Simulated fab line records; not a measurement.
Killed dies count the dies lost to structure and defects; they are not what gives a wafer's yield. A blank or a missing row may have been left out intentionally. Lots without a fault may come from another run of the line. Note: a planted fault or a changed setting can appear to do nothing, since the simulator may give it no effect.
The same fault as seen by 2 desks	flow sky130	what lay behind the numbers comes last; until then each desk has only its own

METROLOGY DESK
What the gauges read for every lot (on any tool): the sampled wafers with a number, averaged. If a lot's mean is further than 4 standard deviations from the usual mean, the lot is out of limits and carries the mark OUT (the distance appears in the brackets).
Columns: A = VIA3_W_RS at SKY_VIA3_RS_MEAS_22, usual 0.2953 ohm/sq
lot	first seen here	A
L924	day 39 16:49	0.2959
L925	day 39 21:19	0.2949
L926	day 39 23:13	0.2929
L928	day 40 22:36	0.2954
L929	day 41 04:40	0.2970
L930	day 41 07:01	0.2962
L931	day 41 17:56	0.2971
L932	day 42 03:33	0.2936
L933	day 42 08:02	0.2984
L935	day 43 02:43	0.2956
L938	day 43 19:24	0.2958
L942	day 45 00:35	0.2927
Result from this desk: across the 12 lots, nothing is out of limits.

DESK OF THE TOOL OWNER: rieDiel-03
The tool's own readings at SKY_VIA2_ETCH_15 (etches SiO2 in C4F8/O2/Ar, stops on TiN, target depth 546 nm, time 84 s): means of the sampled wafers that have a number, for each lot that ran on this tool. If a lot's mean is further than 4 standard deviations from the usual mean, the lot is out of limits and carries the mark OUT (the distance appears in the brackets).
Columns: A = oesProductAu at SKY_VIA2_ETCH_15, usual 0.940 a.u.
lot	first seen here	A
L925	day 36 11:52	0.947
L929	day 37 22:58	0.936
L935	day 39 21:58	0.940
L938	day 40 16:11	0.938
L942	day 41 22:19	0.938
Result from this desk: across the 5 lots, nothing is out of limits.

BROUGHT TOGETHER
The metrology desk saw nothing out of limits.
The tool owner's desk saw nothing out of limits.

WHAT THE SIMULATOR PUT IN
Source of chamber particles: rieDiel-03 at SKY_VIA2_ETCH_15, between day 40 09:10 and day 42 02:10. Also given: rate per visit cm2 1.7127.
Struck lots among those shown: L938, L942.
